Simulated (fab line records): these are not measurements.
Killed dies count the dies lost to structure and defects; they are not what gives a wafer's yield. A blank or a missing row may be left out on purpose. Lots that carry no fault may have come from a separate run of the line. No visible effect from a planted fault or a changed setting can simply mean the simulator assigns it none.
Comparing a struck lot with a sound one	flow gf180mcu	42 out of 602 route steps
Sound: these wafers, L571.2, L571.4, L571.5. The struck wafers were L579.1, L579.2, L579.6. Last of all comes the cause.
Per side, at each step with rows, come the tool, then ch with its chambers, and then its first start. Under that, the readings that differ: sound wafers	struck wafers	difference of the means	sigmas: that difference in standard deviations of wafers without a fault.
alike: words and numbers the same on both sides, and readings whose means are apart by under 2 such deviations; not compared: readings that were withheld, readings missing a value for some wafer, numbers with overlapping values and no deviation given by the record, and bounds like >300 which may hide the same value.
A row with sigmas, a row that says differs or no value, or rows on one side alone: a step with any of these is where the two part. When numbers do not overlap yet have no deviation, they are printed without sigmas and do not part them. A reading that every wafer of one side lacks parts them only if that side has two wafers or more.

first, 2 steps without rows for these wafers: GF_VT_IMPLANT_PEB_05; GF_VT_IMPLANT_DEVELOP_06 (develop time 60 s).
GF_VT_IMPLANT_OVL_MEAS_07:
  sound on overlay-01 at day 6 14:46; struck on overlay-02 at day 8 17:01
  alike: VT_IMPLANT_OVL
following that, these wafers have no rows for 1 step: GF_VT_IMPLANT_IMPLANT_08.
GF_VT_IMPLANT_STRIP_09: strips in O2/N2.
  sound on plasma-asher-03 ch 0,1, day 6 14:57; struck on plasma-asher-04 ch 0,1, day 8 17:12
  alike: drypump-motor-current-A, heater-power-w, oes-product-au, strip-time-to-endpoint-s
  not compared: rf-hours-counter-h
GF_VT_IMPLANT_TW_MEAS_10:
  sound on film-metro-04 at day 6 15:04; struck on film-metro-02 at day 8 17:18
  alike: VT_IMPLANT_TW
then, 6 steps without rows for these wafers: GF_VT_IMPLANT_DEHYDRATE_11 (time 60 s); GF_VT_IMPLANT_HMDS_12 (prime time 60 s); GF_VT_IMPLANT_COAT_13 (resist thk 1000 nm); GF_VT_IMPLANT_SOFTBAKE_14 (time 60 s); GF_VT_IMPLANT_EXPOSE_15 (exposes mask Nwell LV AREA, target cd 860 nm); GF_VT_IMPLANT_PEB_16.
GF_VT_IMPLANT_DEVELOP_17: develop time 60 s.
  sound on litho-track-03 ch 0, day 7 06:26; struck on litho-track-03 ch 0, day 9 09:58
  alike: chill-plate-temp-C
GF_VT_IMPLANT_OVL_MEAS_18:
  sound on overlay-01 at day 7 06:34; struck on overlay-01 at day 9 10:07
  alike: VT_IMPLANT_01_OVL
following that, these wafers have no rows for 1 step: GF_VT_IMPLANT_IMPLANT_19.
GF_VT_IMPLANT_STRIP_20: strips in O2/N2.
  sound on plasma-asher-04 ch 0,1, day 7 06:45; struck on plasma-asher-04 ch 0,1, day 9 10:18
  alike: drypump-motor-current-A, heater-power-w, oes-product-au, strip-time-to-endpoint-s
  not compared: rf-hours-counter-h
GF_VT_IMPLANT_TW_MEAS_21:
  sound on film-metro-04 at day 7 06:52; struck on film-metro-02 at day 9 10:24
  alike: VT_IMPLANT_2_TW
then, 7 steps without rows for these wafers: GF_VT_IMPLANT_DEHYDRATE_22 (time 60 s); GF_VT_IMPLANT_HMDS_23 (prime time 60 s); GF_VT_IMPLANT_COAT_24 (resist thk 1000 nm); GF_VT_IMPLANT_SOFTBAKE_25 (time 60 s); GF_VT_IMPLANT_EXPOSE_26 (exposes mask LVPWELL HV AREA, target cd 860 nm); GF_VT_IMPLANT_PEB_27; GF_VT_IMPLANT_DEVELOP_28 (develop time 60 s).
GF_VT_IMPLANT_OVL_MEAS_29:
  sound on overlay-01 at day 7 22:42; struck on overlay-01 at day 10 03:11
  alike: VT_IMPLANT_02_OVL
following that, these wafers have no rows for 1 step: GF_VT_IMPLANT_IMPLANT_30.
GF_VT_IMPLANT_STRIP_31: strips in O2/N2.
  sound on plasma-asher-04 ch 1, day 7 22:53; struck on plasma-asher-03 ch 0,1, day 10 03:23
  alike: drypump-motor-current-A, heater-power-w, oes-product-au, strip-time-to-endpoint-s
  not compared: rf-hours-counter-h
GF_VT_IMPLANT_TW_MEAS_32:
  sound on film-metro-04 at day 7 22:59; struck on film-metro-04 at day 10 03:29
  alike: VT_IMPLANT_3_TW
then, 7 steps without rows for these wafers: GF_VT_IMPLANT_DEHYDRATE_33 (time 60 s); GF_VT_IMPLANT_HMDS_34 (prime time 60 s); GF_VT_IMPLANT_COAT_35 (resist thk 1000 nm); GF_VT_IMPLANT_SOFTBAKE_36 (time 60 s); GF_VT_IMPLANT_EXPOSE_37 (exposes mask Nwell HV AREA, target cd 860 nm); GF_VT_IMPLANT_PEB_38; GF_VT_IMPLANT_DEVELOP_39 (develop time 60 s).
GF_VT_IMPLANT_OVL_MEAS_40:
  sound on overlay-01 at day 8 14:34; struck on overlay-02 at day 10 21:01
  alike: VT_IMPLANT_03_OVL
following that, these wafers have no rows for 1 step: GF_VT_IMPLANT_IMPLANT_41.
GF_VT_IMPLANT_STRIP_42: strips in O2/N2.
  sound on plasma-asher-03 ch 0,1, day 8 14:45; struck on plasma-asher-04 ch 0,1, day 10 21:12
  alike: drypump-motor-current-A, heater-power-w, oes-product-au, strip-time-to-endpoint-s
  not compared: rf-hours-counter-h
GF_VT_IMPLANT_TW_MEAS_43:
  sound on film-metro-02 at day 8 14:52; struck on film-metro-02 at day 10 21:18
  alike: VT_IMPLANT_4_TW
then, 1 step without rows for these wafers: GF_VT_IMPLANT_CLEAN_44 (cleans in SC1/SC2, time 150 s).
GF_VT_IMPLANT_RTA_45: time 30 s.
  sound on rtp-anneal-01 ch 0, day 8 14:59; struck on rtp-anneal-02 ch 0, day 10 21:25
reading	sound	struck	difference	sigmas
lamp-power-pct (%)	33.8 33.8 33.8	31.7 31.7 31.7	-2.1	-4
  alike: wafer_temp_C_max
-- record jumps: 22 days separate the struck wafers' starts on either side; left off in module VT_IMPLANT, taken up again in module PASSIVATION, whose first shown step is the route's number 602 --
GF_PASSIVATION_PROBE_99:
  only the struck wafers here have rows in the record (prober-02, day 32 09:58); the sound ones have none

== WHERE THEY PART ==
At GF_VT_IMPLANT_RTA_45 first; at GF_PASSIVATION_PROBE_99 last (within this record only).

WHY: whatever the simulator had introduced
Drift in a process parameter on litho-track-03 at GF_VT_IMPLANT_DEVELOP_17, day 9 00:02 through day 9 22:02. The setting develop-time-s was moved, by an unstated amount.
